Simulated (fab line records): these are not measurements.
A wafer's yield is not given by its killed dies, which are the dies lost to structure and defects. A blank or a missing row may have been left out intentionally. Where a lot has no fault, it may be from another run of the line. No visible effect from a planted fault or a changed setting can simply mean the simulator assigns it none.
The tool behind it: which one?	flow gf180mcu	11 lots, 33 wafers sampled, at 4 steps of a route of 602

== WHAT THE GAUGES SHOWED, per wafer ==
GF_PASSIVATION_THK_MEAS_01. Usual: PASSIVATION_CVD_00_THK gives 999 nm (standard deviation 12).
lot	measured	on	PASSIVATION_CVD_00_THK (nm)	flag
L582	day 28 02:59	film_metro-03	991 999 1010	
L583	day 28 16:34	film_metro-03	989 1006 1013	
L585	day 29 07:16	film_metro-02	986 985 989	
L586	day 29 20:16	film_metro-03	994 993 1018	
L590	day 30 17:58	film_metro-04	984 1013 1358 984 1012 1358	OFF
L592	day 31 07:37	film_metro-04	984 975 1359 984 975 1359	OFF
L599	day 33 01:18	film_metro-02	990 984 1017	
L602	day 33 18:05	film_metro-03	1008 995 1035	
L603	day 33 21:27	film_metro-03	990 986 1016	
L604	day 34 04:50	film_metro-03	1005 1001 1014	
L605	day 34 09:07	film_metro-04	992 988 1000	

GF_PASSIVATION_THK_MEAS_03. Usual: PASSIVATION_CVD_02_THK gives 700 nm (standard deviation 8.6).
lot	measured	on	PASSIVATION_CVD_02_THK (nm)	flag
L582	day 28 03:20	film_metro-02	685 707 701	
L583	day 28 16:55	film_metro-03	679 704 713	
L585	day 29 07:37	film_metro-04	698 695 697	
L586	day 29 20:36	film_metro-03	689 679 688	
L590	day 31 00:34	film_metro-04	697 708 702	
L592	day 31 10:52	film_metro-03	695 687 703	
L599	day 33 01:39	film_metro-02	707 693 718	
L602	day 33 18:26	film_metro-03	698 704 714	
L603	day 33 21:48	film_metro-02	702 696 704	
L604	day 34 05:11	film_metro-04	697 696 710	
L605	day 34 09:28	film_metro-04	693 701 711	

== WHAT TOOL EACH LOT RAN ON (gives the tool, then ch and the chambers of the sampled wafers, and finally the start) ==
lot	GF_V5_ETCH_16	GF_PASSIVATION_CVD_00
L582	rie_diel-02 ch 0,3, day 27 05:00	pecvd-01 ch 0,1,2, day 28 02:55
L583	rie_diel-04 ch 1,3, day 27 18:55	pecvd-02 ch 1,2, day 28 16:28
L585	rie_diel-04 ch 0,3, day 28 09:39	pecvd-04 ch 0,1,2, day 29 07:12
L586	rie_diel-04 ch 1,2, day 28 22:44	pecvd-02 ch 0,1,2, day 29 20:10
L590	rie_diel-01 ch 1,2,3, day 29 21:01	pecvd-02 ch 0,1,2, day 30 17:54
L592	rie_diel-04 ch 1,3, day 30 11:15	pecvd-02 ch 0,1,2, day 31 07:32
L599	rie_diel-01 ch 0,1,3, day 32 06:47	pecvd-01 ch 1,2, day 33 01:13
L602	rie_diel-04 ch 0,1, day 32 23:30	pecvd-04 ch 0,1, day 33 18:00
L603	rie_diel-04 ch 2,3, day 33 02:48	pecvd-01 ch 0,1,2, day 33 21:22
L604	rie_diel-01 ch 0,1,2, day 33 10:48	pecvd-04 ch 0,2, day 34 04:46
L605	rie_diel-02 ch 0,3, day 33 15:30	pecvd-01 ch 0,2, day 34 09:02
- GF_V5_ETCH_16: etches BARC in N2/H2.
- GF_PASSIVATION_CVD_00: deposits SiO2 from TEOS, target thk 1000 nm, time 111.95 s.

== WHAT THE TOOLS THEMSELVES READ (means of the sampled wafers that have a number; where no wafer has one, the mark that the record gives instead) ==
GF_V5_ETCH_16. Usual: drypump_motor_current_A 5.8 A, standard deviation 0.4; oes_product_au 0.854 a.u., standard deviation 0.0047; throttle_valve_pct 13.225 %, standard deviation 0.0095.
lot	tool	drypump_motor_current_A (A)	oes_product_au (a.u.)	throttle_valve_pct (%)	flag
L582	rie_diel-02	5.1	0.849	13.223	
L583	rie_diel-04	5.5	0.855	13.227	
L585	rie_diel-04	5.7	0.854	13.228	
L586	rie_diel-04	5.7	0.849	13.230	
L590	rie_diel-01	5.9	0.851	13.229	
L592	rie_diel-04	5.5	0.851	13.225	
L599	rie_diel-01	6.1	0.851	13.213	
L602	rie_diel-04	5.5	0.855	13.224	
L603	rie_diel-04	6.1	0.853	13.226	
L604	rie_diel-01	6.1	0.850	13.229	
L605	rie_diel-02	5.1	0.852	13.220	

GF_PASSIVATION_CVD_00. Usual: heater_power_w 636 W, standard deviation 150; run_length_s 139.5 s, standard deviation 0.71.
lot	tool	heater_power_w (W)	run_length_s (s)	flag
L582	pecvd-01	595	139.0	
L583	pecvd-02	763	139.5	
L585	pecvd-04	602	139.2	
L586	pecvd-02	711	140.1	
L590	pecvd-02	723	153.4	OFF
L592	pecvd-02	734	152.9	OFF
L599	pecvd-01	600	139.3	
L602	pecvd-04	532	139.2	
L603	pecvd-01	557	139.0	
L604	pecvd-04	582	139.3	
L605	pecvd-01	595	139.6	

== THE ANSWER, worked out from the rows above alone ==
Rule: lot off if the mean of its wafers having a number is beyond 3 standard deviations from the usual mean. A lot without any number at a reading at which 4 lots or more have one is off too. Any other lot the step has rows for is counted as sound. Order of review: gauges by route order, followed by the tools' own readings, for which a lot's mean as printed above is used. The first step at which some lot is off is used, and at that step the reading that is off furthest; a lot without a number counts as furthest.
Off: L590, L592, seen at GF_PASSIVATION_THK_MEAS_01 (PASSIVATION_CVD_00_THK).
A tool fits if, at a process step before that reading, it ran every lot that is off, and no sound lot after the first of them. Not tried: the gauges at GF_PASSIVATION_THK_MEAS_01; whatever is off there is also off at GF_PASSIVATION_CVD_00, on other tools, and gauge error can't account for it. One candidate fits, namely pecvd-02 at GF_PASSIVATION_CVD_00. Its last sound lot is L586 (day 29 20:10), its first lot that is off L590 (day 30 17:54): a fault that began between those two fits.
On the lots that are off, the tool's own readings at GF_PASSIVATION_CVD_00 differ by more than 5 times the standard deviation of the sound lots' means, which bears it out; run_length_s reads 153.2 s there versus 139.4 s on the sound lots.

== WHAT THE SIMULATOR PUT IN ==
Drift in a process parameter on pecvd-02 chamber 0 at GF_PASSIVATION_CVD_00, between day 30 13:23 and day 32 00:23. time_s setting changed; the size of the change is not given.
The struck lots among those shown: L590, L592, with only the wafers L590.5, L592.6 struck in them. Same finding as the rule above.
